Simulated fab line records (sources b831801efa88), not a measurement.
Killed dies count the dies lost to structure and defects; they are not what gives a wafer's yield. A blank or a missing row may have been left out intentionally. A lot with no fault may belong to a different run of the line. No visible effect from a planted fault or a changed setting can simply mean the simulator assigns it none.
fab line records    flow sky130
record: lots: 24  wafers: 72  last-day: 50
route steps=708 shown LDD_HVN@274 SD_P@330 LOCAL_INTERCONNECT@399 CONTACT@406 METAL1@440
lots that met no fault: from a run of the same line without faults
start-h: hours from the record's opening day to when the first of the lot's shown wafers began    wait-h: hours since the lot's step before    " as in the row above    L1.1+2: several wafers, shown together as one row    - no value, or no start was given    * or withheld: withheld    < > ~ a bound
route shown NAME@n: NAME is a module with steps in the file, n the number in the route of the first one    usual: mean and standard deviation over wafers with no fault    same: alike in all rows    chamber/n: place in a boat    sites: the reading at each site    _std_site: standard deviation across them    _edge_site: inner sites' mean taken away from outer sites' mean    radius-mm: how far each site lies from the wafer's centre    mask NAME#n: copy n    behind: the last tool/chamber to shape the wafer    hold: reason for holding the lot/hours on hold/outcome of the hold    device: which transistor (n, p or np) failed to switch    end of line: the route-end tests of the same wafers    for a step that has no rows: nothing shown but its recipe    killed: at the first sort, the dies lost to defects and structure; wafer yield is something else    map: dies across one wafer; x = killed, . = not, _ = none there
set.NAME: the setting as run; set.NAME@STEP: as run at that earlier step    model.NAME: the simulator's own value behind a step, which no gauge read
steps of the route over a sample of lots; a table a step, a row a wafer
services: a tool's chamber out of use, with start hour (start-h, from the record's first day; less than 0 if before it), hours out, and reason
== steps ==
step: SKY_LDD_HVN_OVL_MEAS_07
usual: LDD_HVN_OVL: -0.4/1.5
lot.wafer  tool        chamber  start-h  wait-h  LDD_HVN_OVL[nm]
L075.1     overlay-01  -        482.77   0.1     0.9
L075.4     "           -        "        "       0.8
L075.6     "           -        "        "       1.6
L074.2     overlay-01  -        489.46   0.1     -0.5
L074.3     "           -        "        "       0.2
L074.5     "           -        "        "       -0.7
L076.1     overlay-02  -        508.69   0.1     -0.9
L076.5     "           -        "        "       -1.0
L076.6     "           -        "        "       -2.5
L077.1     overlay-01  -        509.75   0.1     0.1
L077.2     "           -        "        "       -0.4
L077.4     "           -        "        "       0.1
L079.2     overlay-01  -        518.81   0.1     -1.3
L079.4     "           -        "        "       -2.0
L079.5     "           -        "        "       -1.3
L078.3     overlay-01  -        523.61   0.1     -0.9
L078.4     "           -        "        "       -1.5
L078.6     "           -        "        "       -0.5
L084.2     overlay-02  -        582.30   0.1     -1.9
L084.3     "           -        "        "       -1.4
L084.6     "           -        "        "       -4.3
L082.3     overlay-01  -        583.85   0.1     3.4
L082.4     "           -        "        "       1.2
L082.5     "           -        "        "       1.1
L081.2     overlay-01  -        584.45   0.1     -0.6
L081.4     "           -        "        "       0.5
L081.6     "           -        "        "       -0.2
L080.4     overlay-02  -        587.89   0.1     1.4
L080.5     "           -        "        "       1.9
L080.6     "           -        "        "       2.2
L085.3     overlay-01  -        589.11   0.1     -0.9
L085.5     "           -        "        "       -0.7
L085.6     "           -        "        "       -3.0
L087.1     overlay-01  -        590.04   0.1     1.6
L087.3     "           -        "        "       1.2
L087.5     "           -        "        "       1.3
L086.2     overlay-02  -        590.31   0.1     0.0
L086.5     "           -        "        "       0.6
L086.6     "           -        "        "       0.2
L083.2     overlay-02  -        590.68   0.1     0.1
L083.3     "           -        "        "       0.8
L083.5     "           -        "        "       0.0
L088.1     overlay-01  -        590.97   0.1     -1.9
L088.2     "           -        "        "       0.4
L088.3     "           -        "        "       1.0
L089.1     overlay-02  -        595.19   0.1     0.2
L089.3     "           -        "        "       1.1
L089.6     "           -        "        "       -0.3
L090.2     overlay-02  -        601.56   0.1     -1.2
L090.3     "           -        "        "       -1.7
L090.5     "           -        "        "       -1.3
L091.2     overlay-02  -        621.86   0.1     -1.3
L091.5     "           -        "        "       -2.5
L091.6     "           -        "        "       -1.7
L092.1     overlay-01  -        625.29   0.1     -0.6
L092.2     "           -        "        "       -1.1
L092.5     "           -        "        "       -1.5
L093.2     overlay-01  -        628.30   0.1     -1.3
L093.3     "           -        "        "       -0.8
L093.4     "           -        "        "       -2.0
L094.3     overlay-02  -        630.68   0.1     2.2
L094.4     "           -        "        "       2.6
L094.5     "           -        "        "       0.5
L095.1     overlay-01  -        641.62   0.1     -2.5
L095.3     "           -        "        "       -1.5
L095.5     "           -        "        "       -2.8
L096.4     overlay-01  -        649.97   0.1     -1.8
L096.5     "           -        "        "       -2.1
L096.6     "           -        "        "       -2.1
L097.2     overlay-02  -        656.38   0.1     1.0
L097.5     "           -        "        "       1.1
L097.6     "           -        "        "       1.0
step: SKY_SD_P_STRIP_10
recipe: chemistry: O2/N2  power-w: 1400  pressure-mtorr: 1500  platen-temp-c: withheld  o2-flow-sccm: 3000  n2-flow-sccm: 300  overash-fraction: 0.5
usual: drypump-motor-current-A: 5.5/0.5  oes-product-au: 0.617/0.0049  strip-time-to-endpoint-s: 17.50/0.039
lot.wafer  tool             chamber  start-h  wait-h  drypump-motor-current-A  oes-product-au  rf-hours-counter-h  strip-time-to-endpoint-s
L075.1     plasma-asher-04  0        605.05   0.1     6.2                      0.617           83                  17.45
L075.4     "                0        "        "       6.2                      0.618           -                   17.45
L075.6     "                0        "        "       6.2                      0.612           -                   17.49
L074.2     plasma-asher-02  1        611.93   0.1     4.7                      0.621           92                  17.51
L074.3     "                0        "        "       5.2                      0.616           -                   17.50
L074.5     "                0        "        "       5.2                      0.614           -                   17.48
L076.1     plasma-asher-04  1        631.81   0.1     5.5                      0.622           86                  17.54
L076.5     "                1        "        "       5.5                      0.606           -                   17.52
L076.6     "                0        "        "       6.2                      0.617           -                   17.57
L077.1     plasma-asher-01  1        632.00   0.1     6.0                      0.620           20                  17.58
L077.2     "                0        "        "       5.6                      0.615           20                  17.57
L077.4     "                0        "        "       5.6                      0.617           -                   17.55
L079.2     plasma-asher-02  0        638.78   0.1     5.2                      0.628           94                  17.50
L079.4     "                1        "        "       4.7                      0.611           -                   17.52
L079.5     "                1        "        "       4.7                      0.614           -                   17.50
L078.3     plasma-asher-02  1        645.64   0.1     4.7                      0.608           -                   17.51
L078.4     "                0        "        "       5.2                      0.609           -                   17.48
L078.6     "                0        "        "       5.2                      0.612           -                   17.48
L084.2     plasma-asher-02  1        699.20   0.1     4.7                      0.607           101                 17.49
L084.3     "                1        "        "       4.7                      0.618           -                   17.48
L084.6     "                1        "        "       4.7                      0.612           -                   17.53
L082.3     plasma-asher-04  0        701.79   0.1     6.2                      0.623           -                   17.47
L082.4     "                1        "        "       5.5                      0.615           -                   17.51
L082.5     "                1        "        "       5.5                      0.616           -                   17.48
L081.2     plasma-asher-02  0        702.78   0.1     5.2                      0.616           101                 17.53
L081.4     "                0        "        "       5.2                      0.617           -                   17.50
L081.6     "                0        "        "       5.2                      0.619           -                   17.51
L085.3     plasma-asher-01  0        707.08   0.1     5.6                      0.622           -                   17.46
L085.5     "                0        "        "       5.6                      0.618           -                   17.50
L085.6     "                1        "        "       6.0                      0.617           -                   17.54
L087.1     plasma-asher-04  0        707.31   0.1     6.2                      0.628           93                  17.49
L087.3     "                0        "        "       6.2                      0.611           -                   17.44
L087.5     "                0        "        "       6.2                      0.618           -                   17.50
L080.4     plasma-asher-02  1        707.64   0.1     4.8                      0.619           -                   17.46
L080.5     "                0        "        "       5.2                      0.613           -                   17.49
L080.6     "                1        "        "       4.7                      0.614           -                   17.49
L086.2     plasma-asher-04  0        708.80   0.1     6.2                      0.615           94                  17.46
L086.5     "                0        "        "       6.2                      0.620           -                   17.51
L086.6     "                1        "        "       5.5                      0.609           -                   17.51
L088.1     plasma-asher-02  0        709.10   0.1     5.2                      0.614           102                 17.44
L088.2     "                1        "        "       4.7                      0.618           102                 17.44
L088.3     "                1        "        "       4.8                      0.618           -                   17.40
L083.2     plasma-asher-04  0        709.53   0.1     6.2                      0.605           94                  17.51
L083.3     "                1        "        "       5.5                      0.620           -                   17.53
L083.5     "                1        "        "       5.5                      0.619           -                   17.50
L089.1     plasma-asher-04  1        710.56   0.1     5.5                      0.612           94                  17.46
L089.3     "                1        "        "       5.5                      0.614           -                   17.46
L089.6     "                1        "        "       5.5                      0.616           -                   17.44
L090.2     plasma-asher-01  0        717.16   0.1     5.6                      0.618           28                  17.51
L090.3     "                0        "        "       5.6                      0.608           -                   17.51
L090.5     "                0        "        "       5.7                      0.627           -                   17.48
L091.2     plasma-asher-04  0        738.51   0.1     6.2                      0.619           97                  17.47
L091.5     "                1        "        "       5.5                      0.615           -                   17.50
L091.6     "                0        "        "       6.2                      0.615           -                   17.47
L092.1     plasma-asher-04  0        741.35   0.1     6.2                      0.617           97                  17.52
L092.2     "                1        "        "       5.5                      0.625           97                  17.49
L092.5     "                1        "        "       5.5                      0.625           -                   17.53
L093.2     plasma-asher-01  1        742.28   0.1     6.0                      0.623           31                  17.60
L093.3     "                0        "        "       5.6                      0.614           -                   17.58
L093.4     "                1        "        "       6.0                      0.612           -                   17.59
L094.3     plasma-asher-01  1        745.34   0.1     6.0                      0.618           -                   17.53
L094.4     "                0        "        "       5.6                      0.617           -                   17.55
L094.5     "                0        "        "       5.6                      0.615           -                   17.56
L095.1     plasma-asher-04  1        753.71   0.1     5.5                      0.621           98                  17.50
L095.3     "                0        "        "       6.2                      0.613           -                   17.47
L095.5     "                0        "        "       6.2                      0.620           -                   17.49
L096.4     plasma-asher-02  1        764.36   0.1     4.7                      0.632           -                   17.51
L096.5     "                0        "        "       5.3                      0.618           -                   17.48
L096.6     "                1        "        "       4.7                      0.621           -                   17.51
L097.2     plasma-asher-02  0        768.25   0.1     5.2                      0.618           2                   17.55
L097.5     "                1        "        "       4.7                      0.628           -                   17.52
L097.6     "                0        "        "       5.2                      0.628           -                   17.52
step: SKY_LOCAL_INTERCONNECT_OVL_MEAS_12
usual: LOCAL_INTERCONNECT_OVL: 0/4.9
lot.wafer  tool        chamber  start-h  wait-h  LOCAL_INTERCONNECT_OVL[nm]
L075.1     overlay-01  -        721.22   0.1     -4
L075.4     "           -        "        "       -1
L075.6     "           -        "        "       0
L074.2     overlay-02  -        726.52   0.1     4
L074.3     "           -        "        "       -1
L074.5     "           -        "        "       -2
L076.1     overlay-02  -        746.42   0.1     -10
L076.5     "           -        "        "       -8
L076.6     "           -        "        "       -10
L077.1     overlay-01  -        746.66   0.1     3
L077.2     "           -        "        "       3
L077.4     "           -        "        "       0
L079.2     overlay-02  -        753.45   0.1     3
L079.4     "           -        "        "       0
L079.5     "           -        "        "       -2
L078.3     overlay-02  -        759.40   0.1     13
L078.4     "           -        "        "       8
L078.6     "           -        "        "       9
L084.2     overlay-01  -        808.50   0.1     -1
L084.3     "           -        "        "       2
L084.6     "           -        "        "       -3
L082.3     overlay-01  -        810.60   0.1     -1
L082.4     "           -        "        "       -12
L082.5     "           -        "        "       -3
L081.2     overlay-01  -        812.78   0.1     -2
L081.4     "           -        "        "       -2
L081.6     "           -        "        "       1
L085.3     overlay-02  -        815.48   0.1     -2
L085.5     "           -        "        "       0
L085.6     "           -        "        "       3
L087.1     overlay-02  -        816.17   0.1     1
L087.3     "           -        "        "       0
L087.5     "           -        "        "       -4
L080.4     overlay-02  -        817.44   0.1     -3
L080.5     "           -        "        "       -1
L080.6     "           -        "        "       -9
L086.2     overlay-01  -        818.25   0.1     0
L086.5     "           -        "        "       -7
L086.6     "           -        "        "       -8
L088.1     overlay-01  -        820.34   0.1     4
L088.2     "           -        "        "       5
L088.3     "           -        "        "       9
L083.2     overlay-02  -        821.17   0.1     1
L083.3     "           -        "        "       -3
L083.5     "           -        "        "       9
L089.1     overlay-01  -        821.42   0.1     5
L089.3     "           -        "        "       -1
L089.6     "           -        "        "       6
L090.2     overlay-02  -        825.90   0.1     -3
L090.3     "           -        "        "       3
L090.5     "           -        "        "       1
L091.2     overlay-01  -        847.57   0.1     -8
L091.5     "           -        "        "       -8
L091.6     "           -        "        "       -1
L092.1     overlay-02  -        849.76   0.1     0
L092.2     "           -        "        "       3
L092.5     "           -        "        "       4
L093.2     overlay-01  -        850.12   0.1     2
L093.3     "           -        "        "       6
L093.4     "           -        "        "       -6
L094.3     overlay-01  -        852.68   0.1     -7
L094.4     "           -        "        "       -5
L094.5     "           -        "        "       -6
L095.1     overlay-01  -        860.51   0.1     -2
L095.3     "           -        "        "       4
L095.5     "           -        "        "       7
L096.4     overlay-01  -        872.26   0.1     8
L096.5     "           -        "        "       3
L096.6     "           -        "        "       5
L097.2     overlay-01  -        876.63   0.1     6
L097.5     "           -        "        "       -2
L097.6     "           -        "        "       0
step: SKY_LOCAL_INTERCONNECT_ETCH_13
recipe: chemistry: N2/H2  target: BARC  ion-energy-ev: 200  bias-w: 100  pressure-mtorr: 30  n2-flow-sccm: 100  h2-flow-sccm: 200  icp-w: 500  stop-on: SiO2  time-s: 45.9  target-depth-a: 600
usual: drypump-motor-current-A: 6.1/0.43  oes-product-au: 0.854/0.0046  throttle-valve-pct: 13.224/0.0095
lot.wafer  tool          chamber  start-h  wait-h  drypump-motor-current-A  oes-product-au  rf-hours-counter-h  throttle-valve-pct
L075.1     rie-metal-03  1        721.26   0.0     5.1                      0.855           7                   13.216
L075.4     "             0        "        "       6.3                      0.850           -                   13.212
L075.6     "             0        "        "       6.2                      0.854           -                   13.227
L074.2     rie-metal-01  1        726.55   0.0     5.8                      0.854           7                   13.239
L074.3     "             1        "        "       5.8                      0.853           -                   13.229
L074.5     "             0        "        "       6.4                      0.853           -                   13.235
L076.1     rie-metal-03  0        746.46   0.0     6.2                      0.855           12                  13.214
L076.5     "             0        "        "       6.3                      0.848           -                   13.248
L076.6     "             1        "        "       5.1                      0.858           -                   13.226
L077.1     rie-metal-01  0        746.70   0.0     6.4                      0.859           5                   13.229
L077.2     "             1        "        "       5.8                      0.849           8                   13.227
L077.4     "             1        "        "       5.8                      0.849           -                   13.218
L079.2     rie-metal-02  1        753.48   0.0     6.3                      0.846           1                   13.224
L079.4     "             1        "        "       6.3                      0.864           -                   13.219
L079.5     "             0        "        "       6.6                      0.857           -                   13.222
L078.3     rie-metal-01  1        759.45   0.0     5.8                      0.859           -                   13.213
L078.4     "             0        "        "       6.4                      0.856           -                   13.233
L078.6     "             0        "        "       6.4                      0.862           -                   13.229
L084.2     rie-metal-03  0        808.53   0.0     6.3                      0.857           13                  13.221
L084.3     "             1        "        "       5.1                      0.851           -                   13.216
L084.6     "             0        "        "       6.2                      0.859           -                   13.218
L082.3     rie-metal-01  1        810.65   0.0     5.8                      0.855           -                   13.224
L082.4     "             0        "        "       6.4                      0.853           -                   13.233
L082.5     "             0        "        "       6.4                      0.860           -                   13.216
L081.2     rie-metal-02  1        812.81   0.0     6.3                      0.853           2                   13.218
L081.4     "             1        "        "       6.3                      0.847           -                   13.232
L081.6     "             1        "        "       6.3                      0.858           -                   13.245
L085.3     rie-metal-02  0        815.52   0.0     6.6                      0.846           -                   13.209
L085.5     "             0        "        "       6.6                      0.840           -                   13.244
L085.6     "             1        "        "       6.3                      0.856           -                   13.220
L087.1     rie-metal-01  0        816.21   0.0     6.4                      0.855           7                   13.221
L087.3     "             0        "        "       6.4                      0.846           -                   13.220
L087.5     "             1        "        "       5.8                      0.859           -                   13.231
L080.4     rie-metal-03  0        817.48   0.0     6.2                      0.855           -                   13.225
L080.5     "             1        "        "       5.1                      0.855           -                   13.223
L080.6     "             0        "        "       6.2                      0.849           -                   13.222
L086.2     rie-metal-02  1        818.28   0.0     6.3                      0.852           2                   13.227
L086.5     "             0        "        "       6.6                      0.850           -                   13.226
L086.6     "             1        "        "       6.3                      0.855           -                   13.210
L088.1     rie-metal-01  0        820.38   0.0     6.3                      0.848           7                   13.242
L088.2     "             1        "        "       5.7                      0.851           11                  13.227
L088.3     "             0        "        "       6.3                      0.855           -                   13.227
L083.2     rie-metal-03  1        821.20   0.0     5.1                      0.850           9                   13.221
L083.3     "             1        "        "       5.1                      0.845           -                   13.227
L083.5     "             1        "        "       5.1                      0.849           -                   13.230
L089.1     rie-metal-02  0        821.46   0.0     6.6                      0.853           12                  13.226
L089.3     "             0        "        "       6.6                      0.859           -                   13.226
L089.6     "             0        "        "       6.6                      0.854           -                   13.220
L090.2     rie-metal-01  0        825.93   0.0     6.4                      0.852           8                   13.231
L090.3     "             1        "        "       5.8                      0.854           -                   13.216
L090.5     "             0        "        "       6.4                      0.851           -                   13.216
L091.2     rie-metal-03  0        847.62   0.0     6.2                      0.851           -                   13.226
L091.5     "             0        "        "       6.3                      0.851           -                   13.211
L091.6     "             0        "        "       6.3                      0.854           -                   13.227
L092.1     rie-metal-02  0        849.80   0.0     6.6                      0.845           13                  13.218
L092.2     "             1        "        "       6.3                      0.851           4                   13.209
L092.5     "             0        "        "       6.6                      0.852           -                   13.214
L093.2     rie-metal-03  0        850.17   0.0     6.2                      0.856           -                   13.227
L093.3     "             0        "        "       6.2                      0.854           -                   13.240
L093.4     "             0        "        "       6.2                      0.860           -                   13.211
L094.3     rie-metal-02  0        852.73   0.0     6.6                      0.850           -                   13.234
L094.4     "             1        "        "       6.3                      0.853           -                   13.216
L094.5     "             0        "        "       6.6                      0.850           -                   13.213
L095.1     rie-metal-02  0        860.55   0.0     6.6                      0.855           13                  13.221
L095.3     "             1        "        "       6.3                      0.854           -                   13.228
L095.5     "             0        "        "       6.6                      0.854           -                   13.230
L096.4     rie-metal-01  0        872.30   0.0     6.4                      0.857           -                   13.213
L096.5     "             1        "        "       5.8                      0.855           -                   13.212
L096.6     "             0        "        "       6.4                      0.856           -                   13.240
L097.2     rie-metal-02  0        876.66   0.0     6.6                      0.853           14                  13.232
L097.5     "             1        "        "       6.3                      0.856           -                   13.228
L097.6     "             0        "        "       6.6                      0.860           -                   13.234
step: SKY_CONTACT_CVD_00
recipe: material: Si3N4  target-thk-nm: 75  temp-c: 400  time-s: withheld  rf-w: 450
usual: heater-power-w: 661/96
lot.wafer  tool      chamber  start-h  wait-h  heater-power-w
L075.1     pecvd-01  2        722.00   0.0     610
L075.4     "         2        "        "       613
L075.6     "         1        "        "       748
L074.2     pecvd-04  0        727.26   0.0     748
L074.3     "         1        "        "       498
L074.5     "         2        "        "       586
L076.1     pecvd-03  0        747.16   0.0     680
L076.5     "         0        "        "       686
L076.6     "         2        "        "       598
L077.1     pecvd-01  1        747.44   0.0     759
L077.2     "         2        "        "       611
L077.4     "         1        "        "       771
L079.2     pecvd-04  0        754.18   0.0     705
L079.4     "         2        "        "       593
L079.5     "         0        "        "       732
L078.3     pecvd-04  1        760.13   0.0     548
L078.4     "         1        "        "       543
L078.6     "         0        "        "       727
L084.2     pecvd-04  2        809.23   0.0     534
L084.3     "         1        "        "       551
L084.6     "         2        "        "       540
L082.3     pecvd-01  1        811.38   0.0     847
L082.4     "         2        "        "       518
L082.5     "         1        "        "       831
L081.2     pecvd-03  2        813.52   0.0     593
L081.4     "         1        "        "       810
L081.6     "         2        "        "       605
L085.3     pecvd-04  1        816.25   0.0     601
L085.5     "         0        "        "       768
L085.6     "         2        "        "       515
L087.1     pecvd-01  2        816.93   0.0     509
L087.3     "         0        "        "       671
L087.5     "         0        "        "       686
L080.4     pecvd-03  2        818.18   0.0     587
L080.5     "         0        "        "       641
L080.6     "         1        "        "       804
L086.2     pecvd-04  1        818.99   0.0     559
L086.5     "         1        "        "       567
L086.6     "         0        "        "       752
L088.1     pecvd-03  1        821.09   0.0     699
L088.2     "         2        "        "       545
L088.3     "         0        "        "       713
L083.2     pecvd-04  2        821.91   0.0     578
L083.3     "         1        "        "       594
L083.5     "         1        "        "       601
L089.1     pecvd-01  2        822.21   0.0     544
L089.3     "         1        "        "       844
L089.6     "         2        "        "       547
L090.2     pecvd-01  0        826.63   0.0     738
L090.3     "         2        "        "       594
L090.5     "         2        "        "       619
L091.2     pecvd-04  1        848.43   0.0     574
L091.5     "         2        "        "       593
L091.6     "         1        "        "       555
L092.1     pecvd-01  1        850.54   0.0     867
L092.2     "         0        "        "       759
L092.5     "         1        "        "       826
L093.2     pecvd-03  2        851.00   0.0     530
L093.3     "         1        "        "       696
L093.4     "         1        "        "       676
L094.3     pecvd-01  0        853.45   0.0     734
L094.4     "         1        "        "       860
L094.5     "         2        "        "       537
L095.1     pecvd-03  2        861.30   0.0     653
L095.3     "         1        "        "       726
L095.5     "         0        "        "       694
L096.4     pecvd-03  1        873.04   0.0     764
L096.5     "         2        "        "       585
L096.6     "         0        "        "       700
L097.2     pecvd-04  0        877.37   0.0     713
L097.5     "         0        "        "       707
L097.6     "         2        "        "       619
step: SKY_METAL1_THK_MEAS_06
recipe: thk-meas-gauge: xrf  reads: AlCu_of_METAL1_SPUTTER_02
usual: METAL1_ALCU_THK: 250/3.4
lot.wafer  tool           chamber  start-h  wait-h  METAL1_ALCU_THK[nm]
L075.1     film-metro-01  -        751.54   0.1     249
L075.4     "              -        "        "       253
L075.6     "              -        "        "       250
L074.2     film-metro-04  -        755.58   0.1     254
L074.3     "              -        "        "       247
L074.5     "              -        "        "       246
L076.1     film-metro-01  -        775.46   0.1     247
L076.5     "              -        "        "       248
L076.6     "              -        "        "       251
L077.1     film-metro-04  -        775.78   0.1     254
L077.2     "              -        "        "       259
L077.4     "              -        "        "       255
L079.2     film-metro-04  -        782.04   0.1     252
L079.4     "              -        "        "       251
L079.5     "              -        "        "       251
L078.3     film-metro-04  -        788.68   0.1     246
L078.4     "              -        "        "       252
L078.6     "              -        "        "       250
L084.2     film-metro-03  -        837.70   0.1     249
L084.3     "              -        "        "       249
L084.6     "              -        "        "       249
L082.3     film-metro-03  -        840.05   0.1     249
L082.4     "              -        "        "       253
L082.5     "              -        "        "       251
L081.2     film-metro-03  -        841.71   0.1     249
L081.4     "              -        "        "       249
L081.6     "              -        "        "       250
L085.3     film-metro-04  -        845.00   0.1     258
L085.5     "              -        "        "       257
L085.6     "              -        "        "       255
L087.1     film-metro-01  -        845.36   0.1     255
L087.3     "              -        "        "       247
L087.5     "              -        "        "       246
L080.4     film-metro-03  -        846.99   0.1     251
L080.5     "              -        "        "       251
L080.6     "              -        "        "       249
L086.2     film-metro-01  -        847.71   0.1     254
L086.5     "              -        "        "       248
L086.6     "              -        "        "       247
L088.1     film-metro-01  -        849.63   0.1     244
L088.2     "              -        "        "       246
L088.3     "              -        "        "       246
L083.2     film-metro-04  -        849.95   0.1     253
L083.3     "              -        "        "       256
L083.5     "              -        "        "       255
L089.1     film-metro-01  -        850.56   0.1     253
L089.3     "              -        "        "       254
L089.6     "              -        "        "       246
L090.2     film-metro-03  -        855.39   0.1     246
L090.3     "              -        "        "       251
L090.5     "              -        "        "       248
L091.2     film-metro-03  -        876.48   0.1     249
L091.5     "              -        "        "       251
L091.6     "              -        "        "       249
L092.1     film-metro-03  -        879.74   0.1     247
L092.2     "              -        "        "       250
L092.5     "              -        "        "       246
L093.2     film-metro-04  -        879.76   0.1     253
L093.3     "              -        "        "       253
L093.4     "              -        "        "       250
L094.3     film-metro-01  -        881.62   0.1     250
L094.4     "              -        "        "       247
L094.5     "              -        "        "       247
L095.1     film-metro-04  -        889.54   0.1     248
L095.3     "              -        "        "       253
L095.5     "              -        "        "       254
L096.4     film-metro-04  -        901.07   0.1     247
L096.5     "              -        "        "       250
L096.6     "              -        "        "       252
L097.2     film-metro-01  -        904.95   0.1     248
L097.5     "              -        "        "       248
L097.6     "              -        "        "       246
== services ==
tool             chamber  start-h  hours  kind
rie-metal-01     -        585.86   0.5    repair
plasma-asher-04  -        610.27   2.4    repair
pecvd-04         1        614.83   2.1    scheduled-down
rie-metal-01     -        648.50   14.6   pm
pecvd-01         0        656.64   17.7   repair
rie-metal-02     0        663.61   29.4   repair
rie-metal-02     1        664.41   50.8   repair
pecvd-01         -        687.33   2.4    repair
rie-metal-02     -        695.77   2.8    pm
pecvd-03         0        697.23   6.6    repair
plasma-asher-02  -        724.21   1.7    repair
pecvd-01         2        728.89   11.4   repair
rie-metal-02     0        731.47   3.8    repair
plasma-asher-02  -        733.75   9.0    pm
pecvd-03         1        736.81   18.0   repair
pecvd-01         0        790.63   5.2    repair
pecvd-04         0        795.49   6.6    repair
pecvd-03         1        807.18   4.6    repair
pecvd-03         -        821.97   1.8    repair
rie-metal-03     -        837.12   0.4    repair
rie-metal-03     1        840.36   15.6   repair
rie-metal-01     -        847.73   0.4    repair
pecvd-04         -        857.13   1.3    repair
rie-metal-03     -        861.10   0.4    repair
== key ==
fault none
